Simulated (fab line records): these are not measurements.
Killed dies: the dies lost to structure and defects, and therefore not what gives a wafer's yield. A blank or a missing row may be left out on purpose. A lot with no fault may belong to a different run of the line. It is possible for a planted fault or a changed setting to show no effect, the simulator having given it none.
Matching of chambers / flow gf180mcu / pecvd-02 running GF_PASSIVATION_CVD_00: 3 sister chambers
The step deposits SiO2 from TEOS, target thk 1000 nm, time 111.95 s. 3 wafers are shown with their chamber, then 7 later ones without.

== WAFERS PAIRED WITH THEIR CHAMBERS ==
wafer=L401.1; chamber=2; heater-power-w (W)=584
wafer=L403.2; chamber=0; heater-power-w (W)=512
wafer=L403.3; chamber=1; heater-power-w (W)=496

== WAFERS WITH NO CHAMBER GIVEN ==
wafer=L403.5; heater-power-w (W)=541
wafer=L408.1; heater-power-w (W)=563
wafer=L408.2; heater-power-w (W)=520
wafer=L408.4; heater-power-w (W)=616
wafer=L409.1; heater-power-w (W)=476
wafer=L409.4; heater-power-w (W)=524
wafer=L409.5; heater-power-w (W)=577

== WHICH CHAMBER EACH ONE RAN IN ==
wafer=L403.5; from the rows above=can't be placed: 0 or 2 or 1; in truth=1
wafer=L408.1; from the rows above=can't be placed: 2 or 0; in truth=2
wafer=L408.2; from the rows above=can't be placed: 0 or 1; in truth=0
wafer=L408.4; from the rows above=2; in truth=2
wafer=L409.1; from the rows above=can't be placed: 1 or 0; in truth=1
wafer=L409.4; from the rows above=can't be placed: 0 or 1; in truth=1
wafer=L409.5; from the rows above=2; in truth=2
2 of 7 placed correctly. Cannot be placed on the basis of these rows: 5; the candidates contain the true chamber in 5. Number placed wrongly: 0.
How it was worked out, from the rows above alone: a wafer's distance from a chamber is the root of the sum, over the readings, of the square of ((its reading less the chamber's mean) divided by the reading's scatter). The wafer belongs to the nearest chamber; if the next one is less than 2 further off, it can't be placed. For every chamber, the mean is computed from those of its wafers that are shown. The scatter (one wafer shown for each chamber): square how far every hidden wafer sits from the nearest shown wafer, average those squares and take the square root.
